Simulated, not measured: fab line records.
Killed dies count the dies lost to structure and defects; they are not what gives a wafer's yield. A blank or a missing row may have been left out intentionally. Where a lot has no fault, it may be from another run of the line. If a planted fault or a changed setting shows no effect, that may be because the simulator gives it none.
One fault seen from 2 desks	flow gf180mcu	what lay behind the numbers comes last; until then each desk has only its own

## AT THE TOOL OWNER'S DESK: rie-si-01
The tool's own readings at GF_STI_ETCH_14 (etches Si in HBr/Cl2/O2, target depth 360 nm, time 102.9 s): means of the sampled wafers that have a number, for each lot that ran on this tool. The brackets show how far a lot's mean lies from the usual mean; more than 4 standard deviations puts the lot out of limits, marked OUT.
Columns: A = O2_flow_sccm at GF_STI_ETCH_14, usual 5.999 sccm; B = drypump-motor-current-A at GF_STI_ETCH_14, usual 5.7 A; C = mfc-cl2-sccm at GF_STI_ETCH_14, usual 40.01 sccm; D = oes-product-au at GF_STI_ETCH_14, usual 1.006 a.u.; E = run-length-s at GF_STI_ETCH_14, usual 131.3 s; F = throttle-valve-pct at GF_STI_ETCH_14, usual 25.653 %
lot	first seen here	A	B	C	D	E	F
L700	day 4 20:11	5.993	5.6	40.17	0.998	131.0	25.649
L706	day 6 04:24	6.003	5.4	40.04	1.010	136.4 (+12) OUT	25.651
L707	day 6 08:13	6.015	5.7	39.89	1.003	136.3 (+11) OUT	25.663
This desk's finding: out of limits on L706, L707; first on L706, day 6 04:24 (run-length-s at GF_STI_ETCH_14). L700 stayed within limits.

## THE METROLOGY DESK
Lot by lot, what the gauges showed, no matter which tool ran the lot: averages of those sampled wafers that carry a number. The brackets show how far a lot's mean lies from the usual mean; more than 4 standard deviations puts the lot out of limits, marked OUT.
Columns: A = STI_OXIDATION_THK at GF_STI_THK_MEAS_02, usual 10.04 nm; B = STI_CVD_03_THK at GF_STI_THK_MEAS_04, usual 206.8 nm; C = cd-nm at GF_STI_CD_MEAS_12, usual 220.0 nm
lot	first seen here	A	B	C
L698	day 3 18:55	10.15	207.4	219.6
L700	day 4 04:31	10.00	208.2	220.3
L706	day 5 10:31	10.26	206.2	219.1
L707	day 5 15:31	10.04	208.9	221.2
L708	day 5 20:31	9.85	207.2	219.4
L709	day 6 02:07	10.16	204.9	218.9
Finding of this desk: none of the 6 lots has anything out of limits.

## PUT TOGETHER
The tool owner's desk had the chance to raise an alarm at day 6 04:24 on L706, L707.
Metrology desk: nothing out of limits seen.
The metrology desk holds a record of L706, L707, inside its limits.
GF_STI_ETCH_14 was run on rie-si-01 by each of the lots named.

## WHAT THE SIMULATOR PUT IN
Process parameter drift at GF_STI_ETCH_14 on rie-si-01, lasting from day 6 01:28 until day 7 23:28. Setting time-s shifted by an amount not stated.
Struck lots among those shown: L706, L707.
Hours from the fault's start to each desk's first reading out of limits: the tool owner's desk, 3.
